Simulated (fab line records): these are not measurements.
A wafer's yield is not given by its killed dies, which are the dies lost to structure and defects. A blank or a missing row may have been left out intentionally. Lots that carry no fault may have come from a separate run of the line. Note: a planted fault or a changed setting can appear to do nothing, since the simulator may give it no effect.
fab line records	flow sky130
record lots=5	wafers=15	last-day=50
route steps=708 shown VT_ADJUST_NCORE@127 VT_ADJUST_HVTR@131 VT_ADJUST_PCH@143
lots untouched by any fault: they come from a run of this same line in which no faults occurred
start-h: hours from the record's opening day to when the first of the lot's shown wafers began	wait-h: time in hours since the lot's previous step	" the same as in the row above	L1.1+2: a single row standing in for several wafers	- value missing, or start not given	* or withheld: withheld	< > ~ a bound
route shown NAME@n: NAME is a module with steps in the file, n the number in the route of the first one	usual: mean/standard deviation taken from wafers without a fault	same: alike in all rows	chamber/n: place in a boat	sites: readings site by site	_std_site: standard deviation across them	_edge_site: the outer-site mean with the inner-site mean subtracted	radius-mm: for every site, how far away it sits from the centre of the wafer	mask NAME#n: copy n	behind: the most recent tool/chamber to have shaped the wafer	hold: cause of the lot's hold/its duration in hours/its outcome	device: the n, p or np transistor that did not switch	end of line: the same wafers' tests at the end of the route	for a step that has no rows: nothing shown but its recipe	killed: the dies lost at the first sort to structure and to defects; this is not the yield of the wafer	map: a wafer's dies, x killed, . not, _ none there
set.NAME: the setting that was run; set.NAME@STEP: the one run at that earlier step	model.NAME: the simulator's own value behind a step, which no gauge read
lots at some steps of the route; a table a step, a row a wafer
services: when a tool's chamber went out of use (start-h, in hours from the record's first day, below 0 if earlier), for how many hours, and the reason
## steps
# step SKY_VT_ADJUST_NCORE_OVL_MEAS_08
# usual VT_ADJUST_NCORE_OVL=0.3/1.5
lot.wafer	tool	chamber	start-h	wait-h	VT_ADJUST_NCORE_OVL[nm]
L075.1	overlay-02	-	191.17	0.1	-1.5
L075.2	"	-	"	"	-1.6
L075.3	"	-	"	"	-1.5
L082.3	overlay-01	-	246.53	0.1	-0.5
L082.5	"	-	"	"	-0.6
L082.6	"	-	"	"	0.2
L085.2	overlay-01	-	260.97	0.1	-0.7
L085.3	"	-	"	"	-0.3
L085.6	"	-	"	"	-0.8
L092.1	overlay-01	-	313.42	0.1	-0.1
L092.3	"	-	"	"	-0.7
L092.6	"	-	"	"	-0.7
L093.2	overlay-02	-	325.72	0.1	-1.5
L093.3	"	-	"	"	-0.6
L093.6	"	-	"	"	-2.2
# step SKY_VT_ADJUST_NCORE_IMPLANT_09
# recipe species=B	energy-kev=10	dose-cm2=2.4e+12	tilt-deg=withheld
lot.wafer	tool	chamber	start-h	wait-h
L075.1+2+3	implanter-01	0	191.20	0.0
L082.3+5+6	implanter-01	0	246.60	0.1
L085.2+3+6	implanter-03	0	261.03	0.0
L092.1+3+6	implanter-01	0	313.45	0.0
L093.2+3+6	implanter-03	0	325.78	0.0
# step SKY_VT_ADJUST_NCORE_STRIP_10
# recipe chemistry=O2/N2	power-w=1400	pressure-mtorr=1500	platen-temp-c=withheld	o2-flow-sccm=3000	n2-flow-sccm=300	overash-fraction=0.5
# usual drypump-motor-current-A=5.8/0.31	oes-product-au=0.716/0.0051	strip-time-to-endpoint-s=14.18/0.032
lot.wafer	tool	chamber	start-h	wait-h	drypump-motor-current-A	oes-product-au	rf-hours-counter-h	strip-time-to-endpoint-s
L075.1	plasma-asher-03	0	191.35	0.1	6.0	0.721	50	14.26
L075.2	"	1	"	"	6.1	0.721	50	14.21
L075.3	"	1	"	"	6.1	0.716	-	14.20
L082.3	plasma-asher-04	1	246.74	0.1	5.7	0.713	-	14.14
L082.5	"	0	"	"	5.3	0.718	-	14.20
L082.6	"	1	"	"	5.7	0.712	-	14.15
L085.2	plasma-asher-02	1	261.15	0.1	6.3	0.718	13	14.13
L085.3	"	1	"	"	6.3	0.704	-	14.17
L085.6	"	1	"	"	6.2	0.710	-	14.13
L092.1	plasma-asher-02	1	313.60	0.1	6.2	0.719	18	14.15
L092.3	"	0	"	"	5.7	0.710	-	14.10
L092.6	"	0	"	"	5.7	0.710	-	14.14
L093.2	plasma-asher-02	0	325.90	0.1	5.7	0.718	20	14.15
L093.3	"	1	"	"	6.3	0.715	-	14.16
L093.6	"	0	"	"	5.7	0.720	-	14.23
# step SKY_VT_ADJUST_NCORE_TW_MEAS_11
# usual VT_ADJUST_NCORE_TW=218.6/2.5
lot.wafer	tool	chamber	start-h	wait-h	VT_ADJUST_NCORE_TW
L075.1	film-metro-03	-	191.45	0.1	216.2
L075.2	"	-	"	"	214.7
L075.3	"	-	"	"	215.4
L082.3	film-metro-04	-	246.82	0.1	217.2
L082.5	"	-	"	"	218.7
L082.6	"	-	"	"	217.3
L085.2	film-metro-03	-	261.26	0.1	215.1
L085.3	"	-	"	"	216.3
L085.6	"	-	"	"	215.3
L092.1	film-metro-04	-	313.70	0.1	218.4
L092.3	"	-	"	"	218.3
L092.6	"	-	"	"	217.5
L093.2	film-metro-01	-	326.01	0.1	223.3
L093.3	"	-	"	"	223.0
L093.6	"	-	"	"	222.9
# step SKY_VT_ADJUST_HVTR_DEHYDRATE_00
# recipe temp-c=200	time-s=60
# usual heater-power-total-W=160.36/0.13
lot.wafer	tool	chamber	start-h	wait-h	heater-power-total-W
L075.1	litho-track-03	0	200.90	9.4	160.39
L075.2	"	0	"	"	160.26
L075.3	"	0	"	"	160.23
L082.3	litho-track-03	0	257.80	11.0	160.30
L082.5	"	0	"	"	160.38
L082.6	"	0	"	"	160.25
L085.2	litho-track-02	0	273.07	11.8	160.37
L085.3	"	0	"	"	160.21
L085.6	"	0	"	"	160.59
L092.1	litho-track-04	0	325.77	12.1	160.42
L092.3	"	0	"	"	160.25
L092.6	"	0	"	"	160.43
L093.2	litho-track-02	0	337.57	11.6	160.41
L093.3	"	0	"	"	160.23
L093.6	"	0	"	"	160.26
# step SKY_VT_ADJUST_HVTR_HMDS_01
# recipe prime-time-s=60	prime-temp-c=120
lot.wafer	tool	chamber	start-h	wait-h
L075.1+2+3	litho-track-03	0	201.05	0.1
L082.3+5+6	litho-track-03	0	257.95	0.1
L085.2+3+6	litho-track-02	0	273.22	0.1
L092.1+3+6	litho-track-04	0	325.92	0.1
L093.2+3+6	litho-track-02	0	337.72	0.1
# step SKY_VT_ADJUST_HVTR_COAT_02
# recipe resist=NOVOLAK	spin-rpm=3000	resist-thk-nm=1140
lot.wafer	tool	chamber	start-h	wait-h
L075.1+2+3	litho-track-03	0	201.20	0.1
L082.3+5+6	litho-track-03	0	258.10	0.1
L085.2+3+6	litho-track-02	0	273.37	0.1
L092.1+3+6	litho-track-04	0	326.07	0.1
L093.2+3+6	litho-track-02	0	337.87	0.1
# step SKY_VT_ADJUST_HVTR_SOFTBAKE_03
# recipe temp-c=90	time-s=60	resist=NOVOLAK
# usual heater-power-total-W=56.60/0.045
lot.wafer	tool	chamber	start-h	wait-h	heater-power-total-W
L075.1	litho-track-03	0	201.35	0.1	56.64
L075.2	"	0	"	"	56.54
L075.3	"	0	"	"	56.61
L082.3	litho-track-03	0	258.25	0.1	56.60
L082.5	"	0	"	"	56.63
L082.6	"	0	"	"	56.53
L085.2	litho-track-02	0	273.52	0.1	56.51
L085.3	"	0	"	"	56.61
L085.6	"	0	"	"	56.52
L092.1	litho-track-04	0	326.22	0.1	56.60
L092.3	"	0	"	"	56.58
L092.6	"	0	"	"	56.58
L093.2	litho-track-02	0	338.02	0.1	56.58
L093.3	"	0	"	"	56.60
L093.6	"	0	"	"	56.61
# step SKY_VT_ADJUST_HVTR_EXPOSE_04
# recipe mask-id=HVTRM	target-cd-nm=380	na=0.6	source-shape=conventional	sigma-outer=0.6	dose-mj=150
lot.wafer	tool	chamber	start-h	wait-h	mask
L075.1+2+3	iline-stepper-01	0	-	-	HVTRM#0
L082.3+5+6	iline-stepper-02	0	-	-	HVTRM#0
L085.2+3+6	iline-stepper-01	0	-	-	HVTRM#0
L092.1+3+6	iline-stepper-02	0	-	-	HVTRM#0
L093.2+3+6	iline-stepper-01	0	-	-	HVTRM#0
# step SKY_VT_ADJUST_HVTR_PEB_05
# recipe temp-c=withheld	time-s=*	resist=NOVOLAK
lot.wafer	tool	chamber	start-h	wait-h
L075.1+2+3	litho-track-04	0	-	-
L082.3+5+6	litho-track-03	0	-	-
L085.2+3+6	litho-track-02	0	-	-
L092.1+3+6	litho-track-02	0	-	-
L093.2+3+6	litho-track-02	0	-	-
# step SKY_VT_ADJUST_HVTR_DEVELOP_06
# recipe develop-time-s=61.13	dev-temp-c=23
lot.wafer	tool	chamber	start-h	wait-h
L075.1+2+3	litho-track-04	0	211.77	0.1
L082.3+5+6	litho-track-03	0	269.75	0.1
L085.2+3+6	litho-track-02	0	285.72	0.1
L092.1+3+6	litho-track-02	0	338.30	0.1
L093.2+3+6	litho-track-02	0	351.57	0.1
# step SKY_VT_ADJUST_HVTR_CD_MEAS_07
# recipe target-cd-nm=380
# usual cd-nm=379.8/2.3
lot.wafer	tool	chamber	start-h	wait-h	cd-nm
L075.1	cd-sem-01	-	211.92	0.1	373.6
L075.2	"	-	"	"	377.1
L075.3	"	-	"	"	377.1
L082.3	cd-sem-01	-	269.89	0.1	381.8
L082.5	"	-	"	"	384.0
L082.6	"	-	"	"	384.2
L085.2	cd-sem-01	-	285.87	0.1	378.1
L085.3	"	-	"	"	378.6
L085.6	"	-	"	"	375.6
L092.1	cd-sem-02	-	338.45	0.1	380.7
L092.3	"	-	"	"	383.5
L092.6	"	-	"	"	383.0
L093.2	cd-sem-01	-	351.72	0.1	380.0
L093.3	"	-	"	"	379.3
L093.6	"	-	"	"	378.9
# step SKY_VT_ADJUST_HVTR_OVL_MEAS_08
# usual VT_ADJUST_HVTR_OVL=-0.3/1.5
lot.wafer	tool	chamber	start-h	wait-h	VT_ADJUST_HVTR_OVL[nm]
L075.1	overlay-02	-	212.04	0.1	0.3
L075.2	"	-	"	"	-1.1
L075.3	"	-	"	"	-0.6
L082.3	overlay-02	-	269.98	0.1	-0.3
L082.5	"	-	"	"	-0.3
L082.6	"	-	"	"	-1.7
L085.2	overlay-01	-	285.97	0.1	-1.6
L085.3	"	-	"	"	-0.9
L085.6	"	-	"	"	-0.4
L092.1	overlay-02	-	338.57	0.1	-1.7
L092.3	"	-	"	"	-0.2
L092.6	"	-	"	"	0.6
L093.2	overlay-01	-	351.82	0.1	-0.5
L093.3	"	-	"	"	-0.3
L093.6	"	-	"	"	-1.1
# step SKY_VT_ADJUST_HVTR_IMPLANT_09
# recipe species=B	energy-kev=10	dose-cm2=2.1e+12	tilt-deg=withheld
lot.wafer	tool	chamber	start-h	wait-h
L075.1+2+3	implanter-02	0	212.07	0.0
L082.3+5+6	implanter-01	0	270.05	0.1
L085.2+3+6	implanter-02	0	286.03	0.0
L092.1+3+6	implanter-01	0	338.60	0.0
L093.2+3+6	implanter-02	0	351.88	0.0
# step SKY_VT_ADJUST_HVTR_STRIP_10
# recipe chemistry=O2/N2	power-w=1400	pressure-mtorr=1500	platen-temp-c=withheld	o2-flow-sccm=3000	n2-flow-sccm=300	overash-fraction=0.5
# usual drypump-motor-current-A=5.7/0.43	oes-product-au=0.716/0.0042	strip-time-to-endpoint-s=14.19/0.041
lot.wafer	tool	chamber	start-h	wait-h	drypump-motor-current-A	oes-product-au	rf-hours-counter-h	strip-time-to-endpoint-s
L075.1	plasma-asher-02	1	212.22	0.1	6.2	0.714	9	14.27
L075.2	"	0	"	"	5.7	0.711	9	14.24
L075.3	"	1	"	"	6.2	0.716	-	14.25
L082.3	plasma-asher-01	0	270.19	0.1	6.3	0.713	-	14.25
L082.5	"	1	"	"	5.2	0.714	-	14.24
L082.6	"	0	"	"	6.3	0.714	-	14.29
L085.2	plasma-asher-02	0	286.15	0.1	5.7	0.713	16	14.19
L085.3	"	0	"	"	5.7	0.715	-	14.17
L085.6	"	1	"	"	6.3	0.717	-	14.21
L092.1	plasma-asher-04	0	338.75	0.1	5.3	0.719	51	14.14
L092.3	"	1	"	"	5.7	0.717	-	14.15
L092.6	"	1	"	"	5.7	0.718	-	14.15
L093.2	plasma-asher-04	1	352.00	0.1	5.7	0.715	53	14.13
L093.3	"	0	"	"	5.3	0.718	-	14.17
L093.6	"	1	"	"	5.7	0.712	-	14.13
# step SKY_VT_ADJUST_HVTR_TW_MEAS_11
# usual VT_ADJUST_HVTR_TW=209.8/1.7
lot.wafer	tool	chamber	start-h	wait-h	VT_ADJUST_HVTR_TW
L075.1	film-metro-02	-	212.32	0.1	212.5
L075.2	"	-	"	"	211.5
L075.3	"	-	"	"	212.5
L082.3	film-metro-04	-	270.27	0.1	208.5
L082.5	"	-	"	"	208.7
L082.6	"	-	"	"	209.1
L085.2	film-metro-02	-	286.26	0.1	212.1
L085.3	"	-	"	"	210.7
L085.6	"	-	"	"	210.9
L092.1	film-metro-03	-	338.85	0.1	209.6
L092.3	"	-	"	"	209.6
L092.6	"	-	"	"	208.7
L093.2	film-metro-03	-	352.11	0.1	208.6
L093.3	"	-	"	"	209.0
L093.6	"	-	"	"	208.1
# step SKY_VT_ADJUST_PCH_DEHYDRATE_00
# recipe temp-c=200	time-s=60
# usual heater-power-total-W=160.38/0.12
lot.wafer	tool	chamber	start-h	wait-h	heater-power-total-W
L075.1	litho-track-02	0	223.25	10.9	160.27
L075.2	"	0	"	"	160.59
L075.3	"	0	"	"	160.24
L082.3	litho-track-02	0	282.45	12.2	160.56
L082.5	"	0	"	"	160.53
L082.6	"	0	"	"	160.18
L085.2	litho-track-01	0	298.25	12.0	160.38
L085.3	"	0	"	"	160.23
L085.6	"	0	"	"	160.42
L092.1	litho-track-02	0	351.70	12.8	160.38
L092.3	"	0	"	"	160.35
L092.6	"	0	"	"	160.18
L093.2	litho-track-04	0	364.99	12.9	160.49
L093.3	"	0	"	"	160.35
L093.6	"	0	"	"	160.44
## services
tool	chamber	start-h	hours	kind
iline-stepper-02	-	169.50	21.2	repair
implanter-03	-	185.34	0.8	repair
iline-stepper-02	-	190.67	1.7	pm
implanter-03	-	191.56	2.5	pm
plasma-asher-02	-	224.48	4.3	pm
iline-stepper-02	-	231.24	4.4	pm
iline-stepper-01	-	279.67	1.7	pm
plasma-asher-04	-	311.88	2.5	repair
plasma-asher-04	-	318.23	2.8	pm
plasma-asher-02	-	328.59	1.5	repair
plasma-asher-02	-	353.08	0.9	repair
## key
fault none
